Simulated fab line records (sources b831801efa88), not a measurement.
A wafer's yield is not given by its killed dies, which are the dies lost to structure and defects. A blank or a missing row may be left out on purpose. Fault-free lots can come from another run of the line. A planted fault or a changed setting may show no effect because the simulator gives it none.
Struck lot and sound lot, side by side	flow sfqLine	14 steps out of a route of 325
Sound: these wafers, L722.2, L722.5, L722.6. The struck wafers were L732.1, L732.3, L732.5. The cause is named last.
Order at every step that has rows: each side's tool, ch and its chambers, its first start. Under that, the readings that differ: sound wafers	struck wafers	difference of the means	sigmas: that difference in standard deviations of wafers without a fault.
alike: a reading whose means differ by less than 2 such deviations, as well as words and numbers matching on both sides. not compared: withheld readings; readings where some wafer has no value; bounds like >300 that might hide an equal value; numbers whose values overlap and for which the record gives no deviation.
Wherever a step has rows on one side only, a row that says differs or no value, or a row with sigmas, the two part there. Numbers that don't overlap but have no deviation are shown without sigmas and don't part them. A reading missing from all wafers of one side parts the sides only when that side holds two or more wafers.

SFQ_TRILAYER_M7_BARC_OPEN_METAL_ETCH_229: etches BARC in O2, target depth 125 nm, time 41.7 s.
  sound on rieMetal-03 ch 0,1, day 84 23:53; struck on rieMetal-01 ch 0, day 92 01:52
  alike: drypumpMotorCurrentA, oesProductAu
  not compared: rfHoursCounterH
then, 1 step without rows for these wafers: SFQ_TRILAYER_M7_ETCH_METAL_ETCH_180 (etches Nb in Cl2/Ar, stops on SiO2, target depth 240 nm, time 120 s).
SFQ_TRILAYER_M7_STRIP_STRIP_181: strips in O2.
  sound on rieMetal-03 ch 0,1, day 85 00:05; struck on rieMetal-01 ch 0, day 92 02:14
  alike: drypumpMotorCurrentA, oesProductAu, platenTempC
  not compared: rfHoursCounterH
then, 1 step without rows for these wafers: SFQ_TRILAYER_M7_STRIP_SOLV_CLEAN_182 (cleans in NMP, time 600 s).
SFQ_TRILAYER_I7_DEP_PECVD_183: deposits SiO2 from SiH4/N2O, time 111.11 s, target thk 500 nm.
  sound on pecvd-01 ch 0,1,2, day 85 00:52; struck on pecvd-01 ch 0,1, day 92 03:36
  alike: heaterPowerW, throttleValvePct
SFQ_TRILAYER_I7_CMP_CMP_184: polishes SiO2.
  sound on cmp-02 ch 2,3, day 85 06:34; struck on cmp-02 ch 0,1,2, day 92 04:11
  alike: motorCurrentA, timeToEndpointS
SFQ_I7_BOW_MEAS_946:
  sound on filmMetro-01 at day 85 09:35; struck on filmMetro-04 at day 92 06:41
  alike: I7_BOW
SFQ_TRILAYER_I7_METRO_MEASURE_185:
  sound on filmMetro-01 at day 85 09:53; struck on filmMetro-04 at day 92 06:48
  alike: thkNm
then, 4 steps without rows for these wafers: SFQ_TRILAYER_I7_VIA_LITHO_COAT_192 (resist thk 62 nm); SFQ_TRILAYER_I7_VIA_LITHO_COAT_187 (resist thk 650 nm); SFQ_TRILAYER_I7_VIA_LITHO_SOFTBAKE_191; SFQ_TRILAYER_I7_VIA_LITHO_EXPOSE_188 (exposes mask I7, target cd 1000 nm).
SFQ_TRILAYER_I7_VIA_LITHO_PEB_190: peb time 60 s.
  sound on lithoTrack-02 ch 0, day 89 17:26; struck on lithoTrack-03, day 92 09:57
  no value came back on the struck wafers for chillPlateTempC (C), exhaustPa (Pa); on the sound wafers chillPlateTempC (C) reads 22.92 23.06 23.01
then, 1 step without rows for these wafers: SFQ_TRILAYER_I7_VIA_LITHO_DEVELOP_189 (time 60 s).

== WHERE THEY PART ==
At SFQ_TRILAYER_I7_VIA_LITHO_PEB_190 and nowhere else, as far as this record goes.

WHY: what had been put in by the simulator
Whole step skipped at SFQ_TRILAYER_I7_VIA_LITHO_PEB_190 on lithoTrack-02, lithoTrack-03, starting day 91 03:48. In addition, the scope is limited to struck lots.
